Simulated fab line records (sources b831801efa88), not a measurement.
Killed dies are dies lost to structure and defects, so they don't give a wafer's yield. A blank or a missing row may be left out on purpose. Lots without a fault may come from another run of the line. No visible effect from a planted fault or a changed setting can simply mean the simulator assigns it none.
One fault seen from 2 desks + flow sky130 + what lay behind the numbers comes last; until then each desk has only its own

DESK OF THE TOOL OWNER: pecvd-02
The tool's own readings at SKY_PASSIVATION_CVD_02 (deposits Si3N4, target thk 540 nm): means of the sampled wafers that have a number, for each lot that ran on this tool. A lot is out of limits, marked OUT, if its mean lies more than 4 standard deviations from the usual mean; the brackets give that distance.
Columns: A = heater power w at SKY_PASSIVATION_CVD_02, usual 774 W; B = susceptor temp C at SKY_PASSIVATION_CVD_02, usual 400.01 C
| lot  | first seen here | A   | B      |
|------|-----------------|-----|--------|
| L603 | day 44 05:17    | 795 | 400.09 |
| L608 | day 45 16:04    | 831 | 400.05 |
| L609 | day 46 08:56    | 773 | 399.72 |
| L610 | day 46 21:56    | 774 | 400.15 |
| L617 | day 48 01:20    | 762 | 399.86 |
| L619 | day 48 06:08    | 841 | 400.10 |
This desk found nothing out of limits on any of the 6 lots.

FROM THE METROLOGY DESK
What the gauges read, lot by lot, whatever tool the lot ran on: means of the sampled wafers that have a number. A lot is out of limits, marked OUT, if its mean lies more than 4 standard deviations from the usual mean; the brackets give that distance.
Columns: A = METAL5_ALCU_RS at SKY_METAL5_RS_MEAS_05, usual 0.0270 ohm/sq; B = PASSIVATION_CVD_00_THK at SKY_PASSIVATION_THK_MEAS_01, usual 90.0 nm; C = PASSIVATION_CVD_02_THK at SKY_PASSIVATION_THK_MEAS_03, usual 539 nm
| lot  | first seen here | A      | B    | C              |
|------|-----------------|--------|------|----------------|
| L602 | day 42 15:27    | 0.0268 | 90.4 | 544            |
| L603 | day 43 05:58    | 0.0272 | 89.0 | 538            |
| L605 | day 43 15:56    | 0.0273 | 91.4 | 536            |
| L607 | day 44 08:08    | 0.0270 | 89.5 | 536            |
| L608 | day 44 18:34    | 0.0274 | 91.3 | 543            |
| L609 | day 45 12:08    | 0.0271 | 89.7 | 538            |
| L610 | day 46 00:40    | 0.0274 | 89.8 | 547            |
| L617 | day 47 04:30    | 0.0273 | 88.5 | 574 (+4.9) OUT |
| L619 | day 47 09:40    | 0.0267 | 90.0 | 569 (+4.3) OUT |
| L621 | day 48 08:19    | 0.0268 | 90.3 | 536            |
| L622 | day 48 08:37    | 0.0267 | 90.1 | 534            |
| L624 | day 48 14:19    | 0.0270 | 88.9 | 534            |
Per this desk, out of limits: L617, L619; the first was L617, day 48 01:34 (PASSIVATION_CVD_02_THK at SKY_PASSIVATION_THK_MEAS_03). L602, L603, L605, L607, L608, L609, L610, L621, L622, L624: within limits.

PUT TOGETHER
An alarm was possible from the metrology desk at day 48 01:34, on L617, L619.
Nothing out of limits was seen by the tool owner's desk.
Tool owner's desk: L617, L619 on record, inside its limits.
Every lot named ran SKY_PASSIVATION_CVD_02 on pecvd-02.

WHAT WAS PUT IN BY THE SIMULATOR
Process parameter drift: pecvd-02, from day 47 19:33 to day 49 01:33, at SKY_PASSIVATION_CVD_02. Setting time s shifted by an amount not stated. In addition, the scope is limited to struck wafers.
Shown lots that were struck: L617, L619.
Time in hours between the start of the fault and the first out-of-limits reading at each desk: metrology desk, 6.
